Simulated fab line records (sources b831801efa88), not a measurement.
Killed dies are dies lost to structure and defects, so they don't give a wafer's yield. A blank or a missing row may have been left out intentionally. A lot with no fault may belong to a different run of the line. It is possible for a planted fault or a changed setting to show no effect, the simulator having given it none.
fab line records | flow sky130
[record] lots = 12 | wafers = 36 | lastDay = 50
route steps=708 shown LDD_LDN@300 LOCAL_INTERCONNECT@388 METAL1@440
lots untouched by any fault: they come from a run of this same line in which no faults occurred
startH: hours from the record's opening day to when the first of the lot's shown wafers began | waitH: time in hours since the lot's previous step | " unchanged from the row above | L1.1+2: one row covering several wafers at once | - no value present, or no start provided | * or withheld: withheld | < > ~ a bound
route shown NAME@n: a module of which the file shows steps, and the number in the route of the first | usual: mean and standard deviation over wafers with no fault | same: alike in all rows | chamber/n: place in a boat | sites: readings site by site | _std_site: the standard deviation of these | _edge_site: mean of outer sites minus mean of inner sites | radiusMm: for every site, how far away it sits from the centre of the wafer | mask NAME#n: copy n | behind: tool/chamber where the wafer was last shaped | hold: why the lot went on hold/how many hours it stayed there/how the hold came to an end | device: the n, p or np transistor that did not switch | end of line: at the end of the route, the tests of the same wafers | a step with no rows: only its recipe | killed: at the first sort, the dies lost to defects and structure; wafer yield is something else | map: a wafer's dies, x killed, . not, _ none there
set.NAME: the setting as run; set.NAME@STEP: as run at that earlier step | model.NAME: the simulator's own value behind a step, which no gauge read
the route's steps for a sample of lots (tables are steps, rows are wafers)
services: from which hour (startH, from the record's first day; less than 0 if before it) a tool's chamber was out of use, for how many hours, and why
[[steps]]
[step SKY_LDD_LDN_IMPLANT_11]
[recipe] species = As | energyKev = 15 | doseCm2 = 1.25e+13 | tiltDeg = withheld | rotationDeg = 293
[usual] beamOnS = 10.00/0.18 | doseIonsCm2 = 1.2499e+13/1.3e+10 | faradayCurrentUA = 70.5/1.2
lot.wafer | tool         | chamber | startH | waitH | beamOnS | doseIonsCm2 | faradayCurrentUA
L325.3    | implanter-01 | 0       | 521.90 | 0.1   | 10.17   | 1.2504e+13  | 69.5
L325.5    | "            | 0       | "      | "     | 10.08   | 1.2485e+13  | 69.8
L325.6    | "            | 0       | "      | "     | 9.81    | 1.2502e+13  | 71.6
L330.1    | implanter-01 | 0       | 586.55 | 0.1   | 9.94    | 1.2499e+13  | 70.6
L330.2    | "            | 0       | "      | "     | 10.25   | 1.2483e+13  | 68.8
L330.6    | "            | 0       | "      | "     | 9.82    | 1.2472e+13  | 71.7
L331.2    | implanter-01 | 0       | 588.39 | 0.1   | 10.31   | 1.2516e+13  | 68.8
L331.3    | "            | 0       | "      | "     | 10.17   | 1.2508e+13  | 69.5
L331.6    | "            | 0       | "      | "     | 10.06   | 1.251e+13   | 69.8
L335.2    | implanter-01 | 0       | 625.98 | 0.1   | 10.06   | 1.8846e+13  | 106.2
L335.4    | "            | 0       | "      | "     | 9.81    | 1.8825e+13  | 108.5
L335.6    | "            | 0       | "      | "     | 10.06   | 1.8843e+13  | 106.0
L336.1    | implanter-02 | 0       | 645.40 | 0.1   | 9.95    | 1.2521e+13  | 70.6
L336.2    | "            | 0       | "      | "     | 10.07   | 1.2509e+13  | 69.9
L336.3    | "            | 0       | "      | "     | 10.15   | 1.2477e+13  | 69.4
L337.3    | implanter-01 | 0       | 647.35 | 0.1   | 10.09   | 1.8838e+13  | 105.5
L337.4    | "            | 0       | "      | "     | 10.03   | 1.8828e+13  | 105.6
L337.6    | "            | 0       | "      | "     | 10.18   | 1.883e+13   | 104.4
L343.2    | implanter-02 | 0       | 681.93 | 0.1   | 9.67    | 1.2491e+13  | 72.7
L343.5    | "            | 0       | "      | "     | 9.89    | 1.2495e+13  | 71.2
L343.6    | "            | 0       | "      | "     | 10.08   | 1.2503e+13  | 69.9
L342.1    | implanter-02 | 0       | 683.45 | 0.1   | 9.80    | 1.2516e+13  | 72.2
L342.3    | "            | 0       | "      | "     | 10.03   | 1.2503e+13  | 70.1
L342.4    | "            | 0       | "      | "     | 10.05   | 1.2495e+13  | 70.1
L344.1    | implanter-02 | 0       | 686.81 | 0.1   | 9.97    | 1.2492e+13  | 71.0
L344.2    | "            | 0       | "      | "     | 9.84    | 1.2495e+13  | 71.6
L344.4    | "            | 0       | "      | "     | 10.03   | 1.2498e+13  | 70.3
L345.2    | implanter-01 | 0       | 713.48 | 0.1   | 10.14   | 1.2519e+13  | 69.9
L345.3    | "            | 0       | "      | "     | 10.26   | 1.2513e+13  | 69.0
L345.4    | "            | 0       | "      | "     | 9.89    | 1.251e+13   | 71.0
L347.3    | implanter-01 | 0       | 715.47 | 0.1   | 10.44   | 1.25e+13    | 67.9
L347.4    | "            | 0       | "      | "     | 9.86    | 1.2503e+13  | 71.8
L347.5    | "            | 0       | "      | "     | 9.95    | 1.2505e+13  | 70.6
L348.2    | implanter-01 | 0       | 722.93 | 0.1   | 9.93    | 1.251e+13   | 71.0
L348.3    | "            | 0       | "      | "     | 10.11   | 1.2509e+13  | 69.9
L348.4    | "            | 0       | "      | "     | 10.30   | 1.2536e+13  | 68.1
[step SKY_LDD_LDN_TW_MEAS_13]
[usual] LDD_LDN_TW = 1484/11
lot.wafer | tool         | chamber | startH | waitH | LDD_LDN_TW
L325.3    | filmMetro-01 | -       | 522.12 | 0.1   | 1509
L325.5    | "            | -       | "      | "     | 1502
L325.6    | "            | -       | "      | "     | 1494
L330.1    | filmMetro-03 | -       | 586.80 | 0.1   | 1478
L330.2    | "            | -       | "      | "     | 1475
L330.6    | "            | -       | "      | "     | 1477
L331.2    | filmMetro-03 | -       | 588.63 | 0.1   | 1475
L331.3    | "            | -       | "      | "     | 1487
L331.6    | "            | -       | "      | "     | 1481
L335.2    | filmMetro-02 | -       | 626.22 | 0.1   | 1539
L335.4    | "            | -       | "      | "     | 1529
L335.6    | "            | -       | "      | "     | 1534
L336.1    | filmMetro-02 | -       | 645.65 | 0.1   | 1484
L336.2    | "            | -       | "      | "     | 1489
L336.3    | "            | -       | "      | "     | 1478
L337.3    | filmMetro-03 | -       | 647.57 | 0.1   | 1547
L337.4    | "            | -       | "      | "     | 1532
L337.6    | "            | -       | "      | "     | 1540
L343.2    | filmMetro-02 | -       | 682.17 | 0.1   | 1478
L343.5    | "            | -       | "      | "     | 1476
L343.6    | "            | -       | "      | "     | 1470
L342.1    | filmMetro-01 | -       | 683.70 | 0.1   | 1518
L342.3    | "            | -       | "      | "     | 1505
L342.4    | "            | -       | "      | "     | 1506
L344.1    | filmMetro-03 | -       | 687.06 | 0.1   | 1467
L344.2    | "            | -       | "      | "     | 1478
L344.4    | "            | -       | "      | "     | 1471
L345.2    | filmMetro-02 | -       | 713.72 | 0.1   | 1465
L345.3    | "            | -       | "      | "     | 1472
L345.4    | "            | -       | "      | "     | 1480
L347.3    | filmMetro-03 | -       | 715.69 | 0.1   | 1486
L347.4    | "            | -       | "      | "     | 1495
L347.5    | "            | -       | "      | "     | 1483
L348.2    | filmMetro-02 | -       | 723.17 | 0.1   | 1482
L348.3    | "            | -       | "      | "     | 1483
L348.4    | "            | -       | "      | "     | 1480
[step SKY_LOCAL_INTERCONNECT_RS_MEAS_01]
[recipe] thkMeasGauge = four-point-probe | reads = TiN_of_LOCAL_INTERCONNECT_SPUTTER_00
[usual] LOCAL_INTERCONNECT_TIN_RS = 14.12/0.15
lot.wafer | tool         | chamber | startH | waitH | LOCAL_INTERCONNECT_TIN_RS[ohm/sq]
L325.3    | filmMetro-04 | -       | 673.93 | 0.1   | 14.06
L325.5    | "            | -       | "      | "     | 14.41
L325.6    | "            | -       | "      | "     | 13.99
L330.1    | filmMetro-04 | -       | 734.85 | 0.0   | 14.01
L330.2    | "            | -       | "      | "     | 13.94
L330.6    | "            | -       | "      | "     | 13.99
L331.2    | filmMetro-04 | -       | 736.92 | 0.1   | 14.09
L331.3    | "            | -       | "      | "     | 14.25
L331.6    | "            | -       | "      | "     | 14.06
L335.2    | filmMetro-01 | -       | 771.89 | 0.1   | 14.03
L335.4    | "            | -       | "      | "     | 14.07
L335.6    | "            | -       | "      | "     | 14.01
L337.3    | filmMetro-01 | -       | 791.65 | 0.1   | 14.19
L337.4    | "            | -       | "      | "     | 14.29
L337.6    | "            | -       | "      | "     | 14.17
L336.1    | filmMetro-01 | -       | 792.13 | 0.0   | 14.41
L336.2    | "            | -       | "      | "     | 14.53
L336.3    | "            | -       | "      | "     | 14.36
L343.2    | filmMetro-02 | -       | 821.85 | 0.1   | 14.22
L343.5    | "            | -       | "      | "     | 14.10
L343.6    | "            | -       | "      | "     | 13.99
L342.1    | filmMetro-04 | -       | 824.04 | 0.0   | 14.10
L342.3    | "            | -       | "      | "     | 14.15
L342.4    | "            | -       | "      | "     | 14.11
L344.1    | filmMetro-01 | -       | 827.52 | 0.0   | 14.02
L344.2    | "            | -       | "      | "     | 14.01
L344.4    | "            | -       | "      | "     | 14.20
L345.2    | filmMetro-01 | -       | 851.49 | 0.1   | 14.11
L345.3    | "            | -       | "      | "     | 14.11
L345.4    | "            | -       | "      | "     | 14.04
L347.3    | filmMetro-01 | -       | 853.83 | 0.1   | 14.06
L347.4    | "            | -       | "      | "     | 13.79
L347.5    | "            | -       | "      | "     | 13.86
L348.2    | filmMetro-02 | -       | 858.05 | 0.1   | 14.24
L348.3    | "            | -       | "      | "     | 14.24
L348.4    | "            | -       | "      | "     | 14.18
[step SKY_METAL1_THK_MEAS_06]
[recipe] thkMeasGauge = xrf | reads = AlCu_of_METAL1_SPUTTER_02
[usual] METAL1_ALCU_THK = 251/3.2
lot.wafer | tool         | chamber | startH | waitH | METAL1_ALCU_THK[nm]
L325.3    | filmMetro-03 | -       | 734.00 | 0.1   | 246
L325.5    | "            | -       | "      | "     | 248
L325.6    | "            | -       | "      | "     | 250
L330.1    | filmMetro-03 | -       | 791.86 | 0.1   | 256
L330.2    | "            | -       | "      | "     | 251
L330.6    | "            | -       | "      | "     | 253
L331.2    | filmMetro-03 | -       | 794.12 | 0.1   | 254
L331.3    | "            | -       | "      | "     | 257
L331.6    | "            | -       | "      | "     | 258
L335.2    | filmMetro-04 | -       | 828.06 | 0.1   | 251
L335.4    | "            | -       | "      | "     | 252
L335.6    | "            | -       | "      | "     | 250
L337.3    | filmMetro-01 | -       | 846.08 | 0.1   | 246
L337.4    | "            | -       | "      | "     | 249
L337.6    | "            | -       | "      | "     | 246
L336.1    | filmMetro-01 | -       | 846.65 | 0.1   | 252
L336.2    | "            | -       | "      | "     | 251
L336.3    | "            | -       | "      | "     | 247
L343.2    | filmMetro-03 | -       | 877.27 | 0.1   | 253
L343.5    | "            | -       | "      | "     | 258
L343.6    | "            | -       | "      | "     | 256
L342.1    | filmMetro-01 | -       | 879.02 | 0.1   | 248
L342.3    | "            | -       | "      | "     | 249
L342.4    | "            | -       | "      | "     | 253
L344.1    | filmMetro-01 | -       | 881.93 | 0.1   | 251
L344.2    | "            | -       | "      | "     | 245
L344.4    | "            | -       | "      | "     | 247
L345.2    | filmMetro-04 | -       | 905.69 | 0.1   | 251
L345.3    | "            | -       | "      | "     | 246
L345.4    | "            | -       | "      | "     | 250
L347.3    | filmMetro-04 | -       | 909.03 | 0.1   | 246
L347.4    | "            | -       | "      | "     | 250
L347.5    | "            | -       | "      | "     | 247
L348.2    | filmMetro-04 | -       | 911.96 | 0.1   | 250
L348.3    | "            | -       | "      | "     | 250
L348.4    | "            | -       | "      | "     | 248
[step SKY_METAL1_STRIP_20]
[recipe] chemistry = O2/N2 | powerW = 1400 | pressureMtorr = 1500 | platenTempC = withheld | o2FlowSccm = 3000 | n2FlowSccm = 300 | overashFraction = 0.5
[usual] drypumpMotorCurrentA = 5.50/0.24 | o2FlowSccm = 3000/9.3 | oesProductAu = 0.343/0.0048 | stripTimeToEndpointS = 2.71/0.044
lot.wafer | tool           | chamber | startH | waitH | drypumpMotorCurrentA | o2FlowSccm | oesProductAu | rfHoursCounterH | stripTimeToEndpointS
L325.3    | plasmaAsher-01 | 1       | 761.31 | 0.1   | 5.88                 | 3008       | 0.335        | -               | 2.69
L325.5    | "              | 1       | "      | "     | 5.84                 | 3002       | 0.345        | -               | 2.73
L325.6    | "              | 0       | "      | "     | 5.61                 | 3002       | 0.333        | -               | 2.65
L330.1    | plasmaAsher-01 | 0       | 818.85 | 0.1   | 5.59                 | 3005       | 0.341        | 41              | 2.66
L330.2    | "              | 1       | "      | "     | 5.82                 | 3001       | 0.346        | 41              | 2.76
L330.6    | "              | 1       | "      | "     | 5.82                 | 3003       | 0.343        | -               | 2.75
L331.2    | plasmaAsher-03 | 0       | 821.05 | 0.1   | 5.11                 | 2999       | 0.332        | 7               | 2.71
L331.3    | "              | 0       | "      | "     | 5.12                 | 3010       | 0.342        | -               | 2.72
L331.6    | "              | 1       | "      | "     | 5.69                 | 3013       | 0.341        | -               | 2.74
L335.2    | plasmaAsher-03 | 1       | 854.99 | 0.1   | 5.68                 | 2987       | 0.341        | 11              | 2.70
L335.4    | "              | 1       | "      | "     | 5.68                 | 3001       | 0.345        | -               | 2.67
L335.6    | "              | 1       | "      | "     | 5.70                 | 2995       | 0.349        | -               | 2.67
L337.3    | plasmaAsher-02 | 0       | 871.49 | 0.1   | 5.64                 | 2989       | 0.344        | -               | 2.65
L337.4    | "              | 1       | "      | "     | 5.47                 | 2984       | 0.340        | -               | 2.66
L337.6    | "              | 0       | "      | "     | 5.63                 | 3000       | 0.339        | -               | 2.66
L336.1    | plasmaAsher-03 | 0       | 872.50 | 0.1   | 5.16                 | 3009       | 0.338        | 12              | 2.75
L336.2    | "              | 1       | "      | "     | 5.69                 | 3001       | 0.348        | 12              | 2.71
L336.3    | "              | 1       | "      | "     | 5.72                 | 2996       | 0.337        | -               | 2.68
L343.2    | plasmaAsher-02 | 1       | 902.57 | 0.1   | 5.49                 | 2990       | 0.340        | 69              | 2.74
L343.5    | "              | 0       | "      | "     | 5.63                 | 2995       | 0.344        | -               | 2.77
L343.6    | "              | 1       | "      | "     | 5.49                 | 2999       | 0.339        | -               | 2.75
L342.1    | plasmaAsher-03 | 0       | 904.97 | 0.1   | 5.15                 | 2995       | 0.339        | 16              | 2.75
L342.3    | "              | 0       | "      | "     | 5.14                 | 2984       | 0.341        | -               | 2.71
L342.4    | "              | 1       | "      | "     | 5.72                 | 3000       | 0.348        | -               | 2.76
L344.1    | plasmaAsher-02 | 1       | 907.67 | 0.1   | 5.49                 | 3000       | 0.347        | 70              | 2.71
L344.2    | "              | 0       | "      | "     | 5.63                 | 3001       | 0.345        | 70              | 2.73
L344.4    | "              | 0       | "      | "     | 5.62                 | 3008       | 0.347        | -               | 2.66
L345.2    | plasmaAsher-02 | 1       | 930.81 | 0.1   | 5.52                 | 2997       | 0.348        | 72              | 2.72
L345.3    | "              | 1       | "      | "     | 5.52                 | 3000       | 0.345        | -               | 2.74
L345.4    | "              | 0       | "      | "     | 5.63                 | 2996       | 0.346        | -               | 2.73
L347.3    | plasmaAsher-02 | 1       | 934.08 | 0.1   | 5.48                 | 3020       | 0.344        | -               | 2.73
L347.4    | "              | 0       | "      | "     | 5.63                 | 3003       | 0.347        | -               | 2.70
L347.5    | "              | 1       | "      | "     | 5.48                 | 3009       | 0.342        | -               | 2.68
L348.2    | plasmaAsher-02 | 0       | 937.01 | 0.1   | 5.62                 | 3017       | 0.350        | 73              | 2.85
L348.3    | "              | 1       | "      | "     | 5.49                 | 3005       | 0.347        | -               | 2.79
L348.4    | "              | 0       | "      | "     | 5.62                 | 3020       | 0.353        | -               | 2.78
[[services]]
tool           | chamber | startH | hours | kind
implanter-02   | -       | 518.96 | 2.6   | repair
implanter-01   | -       | 539.00 | 2.3   | repair
plasmaAsher-01 | -       | 594.49 | 1.9   | repair
implanter-01   | -       | 595.92 | 1.8   | repair
plasmaAsher-03 | -       | 605.77 | 6.0   | repair
plasmaAsher-02 | -       | 631.54 | 77.4  | repair
implanter-01   | -       | 650.77 | 5.3   | pm
implanter-02   | -       | 676.33 | 1.1   | repair
implanter-01   | -       | 701.02 | 5.7   | repair
plasmaAsher-03 | -       | 733.75 | 9.0   | pm
plasmaAsher-03 | 0       | 733.75 | 9.0   | ventCycle
plasmaAsher-03 | 1       | 733.75 | 9.0   | ventCycle
plasmaAsher-02 | -       | 739.98 | 1.3   | repair
plasmaAsher-03 | 0       | 742.75 | -     | clean
plasmaAsher-03 | 1       | 742.75 | -     | clean
implanter-01   | -       | 774.71 | 2.6   | repair
implanter-02   | -       | 803.26 | 1.8   | repair
implanter-01   | -       | 812.16 | 16.2  | repair
implanter-01   | -       | 833.71 | 26.1  | repair
plasmaAsher-03 | -       | 881.51 | 2.8   | pm
implanter-02   | -       | 891.61 | 3.9   | pm
plasmaAsher-01 | -       | 901.30 | 12.1  | repair
[[key]]
[firstSign] step = SKY_LDD_LDN_IMPLANT_11 | reading = doseIonsCm2 | direction = up | sigmas = 99+ | usual = * | struck = *
[effect] step = SKY_LDD_LDN_IMPLANT_11 | reading = faradayCurrentUA | direction = up | sigmas = 29 | usual = 70.5 | struck = 106.0
[effect] step = SKY_LDD_LDN_TW_MEAS_13 | reading = LDD_LDN_TW | direction = up | sigmas = 4.8 | usual = 1484 | struck = 1537
metAt SKY_LDD_LDN_IMPLANT_11
struckLots L335,L337
testerLeftOut L335,L337
notActingAt SKY_LOCAL_INTERCONNECT_RS_MEAS_01,SKY_METAL1_THK_MEAS_06,SKY_METAL1_STRIP_20
onsetBetween 588.39 625.98
[fault] kind = processParameterDrift | tool = implanter-01 | chamber = - | onsetH = 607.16 | steps = SKY_LDD_LDN_IMPLANT_11 | channel = doseCm2 | offset = * | shape = step | endH = 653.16 | actsIn = * | stated = *
// testerLeftOut: of these lots the tester's yield and bins aren't shown, on N5 and GAA mostly nor the transistor test; their killed dies are dies lost to structure and defects alone, not to doping, threshold or leakage, so they don't give the yield
